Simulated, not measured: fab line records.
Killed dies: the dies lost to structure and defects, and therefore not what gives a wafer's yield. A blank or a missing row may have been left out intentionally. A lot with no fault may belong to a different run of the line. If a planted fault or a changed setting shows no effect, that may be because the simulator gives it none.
Matching of chambers || flow sky130 || 3 sister chambers for SKY_FIELD_ISO_WET_ETCH_18 on wet_bench-03
The step etches Si3N4 in H3PO4, target depth 25 nm, time 286 s. 16 wafers are shown with their chamber, then 5 later ones without.

== WAFERS WITH THEIR CHAMBER ==
{"wafer": "L341.1", "chamber": 1, "bath_guard_temp_C (C)": 160.1, "bath_heat_duty_pct (%)": 24.8}
{"wafer": "L341.5", "chamber": 1, "bath_guard_temp_C (C)": 160.4, "bath_heat_duty_pct (%)": 23.7}
{"wafer": "L341.6", "chamber": 1, "bath_guard_temp_C (C)": 160.2, "bath_heat_duty_pct (%)": 24.5}
{"wafer": "L349.3", "chamber": 2, "bath_guard_temp_C (C)": 160.1, "bath_heat_duty_pct (%)": 26.3}
{"wafer": "L349.4", "chamber": 2, "bath_guard_temp_C (C)": 160.1, "bath_heat_duty_pct (%)": 29.6}
{"wafer": "L349.6", "chamber": 2, "bath_guard_temp_C (C)": 160.5, "bath_heat_duty_pct (%)": 26.7}
{"wafer": "L351.3", "chamber": 2, "bath_guard_temp_C (C)": 160.2, "bath_heat_duty_pct (%)": 26.7}
{"wafer": "L351.5", "chamber": 2, "bath_guard_temp_C (C)": 160.0, "bath_heat_duty_pct (%)": 27.7}
{"wafer": "L351.6", "chamber": 2, "bath_guard_temp_C (C)": 160.2, "bath_heat_duty_pct (%)": 28.6}
{"wafer": "L355.4", "chamber": 0, "bath_guard_temp_C (C)": 159.5, "bath_heat_duty_pct (%)": 25.2}
{"wafer": "L355.5", "chamber": 0, "bath_guard_temp_C (C)": 159.5, "bath_heat_duty_pct (%)": 26.2}
{"wafer": "L355.6", "chamber": 0, "bath_guard_temp_C (C)": 159.7, "bath_heat_duty_pct (%)": 26.1}
{"wafer": "L357.3", "chamber": 2, "bath_guard_temp_C (C)": 160.1, "bath_heat_duty_pct (%)": 28.2}
{"wafer": "L357.4", "chamber": 2, "bath_guard_temp_C (C)": 160.3, "bath_heat_duty_pct (%)": 28.7}
{"wafer": "L357.6", "chamber": 2, "bath_guard_temp_C (C)": 160.1, "bath_heat_duty_pct (%)": 28.6}
{"wafer": "L359.1", "chamber": 1, "bath_guard_temp_C (C)": 160.4, "bath_heat_duty_pct (%)": 24.6}

SIGNATURES, as means of the wafers listed above
{"reading": "bath_guard_temp_C", "chamber 0": 159.567, "chamber 1": 160.275, "chamber 2": 160.178, "scatter within a chamber": 0.144}
{"reading": "bath_heat_duty_pct", "chamber 0": 25.833, "chamber 1": 24.400, "chamber 2": 27.900, "scatter within a chamber": 0.936}
Rule: a wafer's distance from a chamber is the root of the sum, over the readings, of the square of ((its reading less the chamber's mean) divided by the reading's scatter). The wafer belongs to the nearest chamber; if the next one is less than 2 further off, it can't be placed. The scatter: take each reading less its chamber's mean, square it, sum over the shown wafers, divide by the number of wafers less the number of chambers, and take the root.

== WAFERS WHOSE CHAMBER IS MISSING ==
{"wafer": "L359.2", "bath_guard_temp_C (C)": 160.6, "bath_heat_duty_pct (%)": 22.8}
{"wafer": "L359.6", "bath_guard_temp_C (C)": 160.5, "bath_heat_duty_pct (%)": 24.8}
{"wafer": "L361.2", "bath_guard_temp_C (C)": 160.2, "bath_heat_duty_pct (%)": 28.0}
{"wafer": "L361.4", "bath_guard_temp_C (C)": 160.3, "bath_heat_duty_pct (%)": 25.2}
{"wafer": "L361.5", "bath_guard_temp_C (C)": 159.8, "bath_heat_duty_pct (%)": 27.2}

== WHICH CHAMBER EACH ONE RAN IN ==
{"wafer": "L359.2", "from the rows above": 1, "in truth": 1}
{"wafer": "L359.6", "from the rows above": 1, "in truth": 1}
{"wafer": "L361.2", "from the rows above": 2, "in truth": 2}
{"wafer": "L361.4", "from the rows above": 1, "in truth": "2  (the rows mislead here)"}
{"wafer": "L361.5", "from the rows above": "can't be placed: 0 or 2", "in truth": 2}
Correctly placed: 3 of 5. Cannot be placed on the basis of these rows: 1; the candidates contain the true chamber in 1. 1 placed wrongly.
